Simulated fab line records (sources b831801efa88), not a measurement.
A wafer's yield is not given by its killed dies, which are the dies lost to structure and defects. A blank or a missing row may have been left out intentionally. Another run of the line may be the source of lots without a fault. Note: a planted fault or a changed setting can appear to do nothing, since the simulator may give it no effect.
Struck lot and sound lot, side by side + flow sky130 + 38 steps out of a route of 708
Sound: these wafers, L593.3, L593.5, L593.6. Struck: wafer L600.4 (L600.1, L600.6, from the same lot, were not struck and are left out); the cause is given at the end.
Each step with rows lists, per side, the tool, then ch with its chambers, then its first start. Under that, the readings that differ: sound wafers + struck wafers + difference of the means + sigmas: that difference in standard deviations of wafers without a fault.
alike: words and numbers the same on both sides, and readings whose means are apart by under 2 such deviations; not compared: readings that were withheld, readings missing a value for some wafer, numbers with overlapping values and no deviation given by the record, and bounds like >300 which may hide the same value.
Wherever a step has rows on one side only, a row that says differs or no value, or a row with sigmas, the two part there. Numbers that don't overlap but have no deviation are shown without sigmas and don't part them. A reading missing from all wafers of one side parts the sides only when that side holds two or more wafers.

first, 9 steps without rows for these wafers: SKY_VIA3_SPUTTER_20 (material TiN, target thk 20 nm, time 80 s); SKY_VIA3_CVD_21 (deposits W, target thk 390 nm, time 117.31 s); SKY_VIA3_CMP_24 (polishes, stops on SiO2, t overpolish 20 s, target thk 0 nm); SKY_METAL4_SPUTTER_00 (material Ti, target thk 15 nm, time 10 s); SKY_METAL4_SPUTTER_01 (material TiN, target thk 20 nm, time 16.7 s); SKY_METAL4_SPUTTER_02 (material AlCu, target thk 735 nm, time 39.1 s); SKY_METAL4_SPUTTER_03 (material Ti, target thk 5 nm, time 3.3 s); SKY_METAL4_SPUTTER_04 (material TiN, target thk 70 nm, time 58.3 s); SKY_CAP2M_CVD_00 (deposits SiO2, target thk 15.5 nm).
SKY_CAP2M_SPUTTER_02: material TiN, target thk 200 nm, time 166.7 s.
  sound: pvd sputter-01 at day 42 11:53; struck: pvd sputter-01 at day 45 04:12
| reading                                   | sound             | struck | difference | sigmas |
|-------------------------------------------|-------------------|--------|------------|--------|
| model.TiN_of_CAP2M_SPUTTER_02.thk nm (nm) | 199.2 198.5 197.5 | 171.2  | -27.2      |        |
  alike: throttle valve pct
SKY_CAP2M_RS_MEAS_03: the measuring method here is four-point-probe.
  sound: film metro-03 at day 42 12:02; struck: film metro-04 at day 45 04:19
| reading               | sound          | struck | difference | sigmas |
|-----------------------|----------------|--------|------------|--------|
| CAP2M_TIN_RS (ohm/sq) | 6.95 6.97 7.01 | 8.12   | +1.14      | +18    |
SKY_CAP2M_THK_MEAS_04: measures by xrf.
  sound: film metro-03 at day 42 12:08; struck: film metro-04 at day 45 04:26
| reading            | sound             | struck | difference | sigmas |
|--------------------|-------------------|--------|------------|--------|
| CAP2M_TIN_THK (nm) | 197.0 195.8 195.2 | 169.6  | -26.4      | -13    |
then, 7 steps without rows for these wafers: SKY_CAP2M_DEHYDRATE_05 (time 60 s); SKY_CAP2M_HMDS_06 (prime time 60 s); SKY_CAP2M_COAT_07 (resist thk 1140 nm); SKY_CAP2M_SOFTBAKE_08 (time 60 s); SKY_CAP2M_EXPOSE_09 (exposes mask CAP2M, target cd 1000 nm); SKY_CAP2M_PEB_10; SKY_CAP2M_DEVELOP_11 (develop time 60 s).
SKY_CAP2M_METAL_ETCH_13: etches TiN in Cl2/BCl3, stops on SiO2, target depth 220 nm, time 62.9 s.
  sound on rie metal-04 ch 0,1, day 43 10:12; struck on rie metal-01 ch 0, day 46 01:10
| reading                | sound                | struck | difference | sigmas |
|------------------------|----------------------|--------|------------|--------|
| oes product au (a.u.)  | 0.936 0.941 0.934    | 0.854  | -0.083     | -12    |
| throttle valve pct (%) | 21.877 21.912 21.903 | 21.959 | +0.062     | +6     |
  alike: chamber pressure mTorr, drypump motor current A
  not compared: rf hours counter h
then, 16 steps without rows for these wafers: SKY_CAP2M_STRIP_14 (strips in O2/N2); SKY_CAP2M_STRIP_15 (strips in post etch residue remover, time 1200 s); SKY_CAP2M_CLEAN_16 (cleans in IPA, time 180 s); SKY_CAP2M_CLEAN_17 (cleans in O3/DIW); SKY_METAL4_DEHYDRATE_05 (time 60 s); SKY_METAL4_HMDS_06 (prime time 60 s); SKY_METAL4_COAT_07 (resist thk 60 nm); SKY_METAL4_COAT_08 (resist thk 1140 nm); SKY_METAL4_SOFTBAKE_09 (time 90 s); SKY_METAL4_EXPOSE_10 (exposes mask MM4, target cd 300 nm); SKY_METAL4_PEB_11; SKY_METAL4_DEVELOP_12 (develop time 60 s); SKY_METAL4_DESCUM_15 (chemistry O2, time 8 s); SKY_METAL4_ETCH_16 (etches BARC in N2/H2, stops on SiO2, time 88.2 s, target depth 60 nm); SKY_METAL4_ETCH_17 (etches SiO2 in C4F8/O2/Ar, stops on TiN, time 3.9 s, target depth 15 nm); SKY_METAL4_METAL_ETCH_18 (etches the open film in Cl2/BCl3, stops on SiO2, target depth 845 nm, time 183.1 s).
SKY_METAL4_STRIP_20: strips in post etch residue remover, time 1200 s.
  sound on wet bench-03 ch 3, day 44 10:11; struck on wet bench-01 ch 0, day 46 23:04
| reading                                   | sound             | struck | difference | sigmas |
|-------------------------------------------|-------------------|--------|------------|--------|
| model.TiN_of_CAP2M_SPUTTER_02.thk nm (nm) | 198.4 197.7 196.6 | 170.3  | -27.3      |        |
  alike: bath heat duty pct
-- the record jumps here: 3 days lie between the struck wafers' starts before and after (it left off in module METAL4 and takes up again in module PAD_OPEN, whose first step shown is number 708 of the route) --
SKY_PAD_OPEN_PROBE_99:
  sound: prober-01 at day 48 02:52; struck: prober-01 at day 50 07:06
| reading                               | sound                | struck | difference | sigmas |
|---------------------------------------|----------------------|--------|------------|--------|
| model.etest.cap mim2.plate ohm sq     | 6.056 6.055 6.108    | 7.01   | +0.94      |        |
| model.etest.cap mim2.bv v (V)         | 13.74 14.24 14.23    | 13.35  | -0.72      |        |
| model.etest.cap mim2.leak log10 a cm2 | -8.929 -8.958 -8.975 | -8.599 | +0.355     |        |
  alike: defect limited yield, killed_at_M0_to_M3, killed_at_M4_up, killed at contacts, killed at front end, killed at other, killed dies, killed open, killed short, sort_bin_3_pad_short, sort_bin_5_function, sort_bin_6_memory, sort n pass, sort yield pct

== WHERE THEY PART ==
First at SKY_CAP2M_RS_MEAS_03; last, within this record, at SKY_CAP2M_METAL_ETCH_13. Later steps at which nothing parts them and some readings are alike: SKY_METAL4_STRIP_20, SKY_PAD_OPEN_PROBE_99.

WHY: whatever the simulator had introduced
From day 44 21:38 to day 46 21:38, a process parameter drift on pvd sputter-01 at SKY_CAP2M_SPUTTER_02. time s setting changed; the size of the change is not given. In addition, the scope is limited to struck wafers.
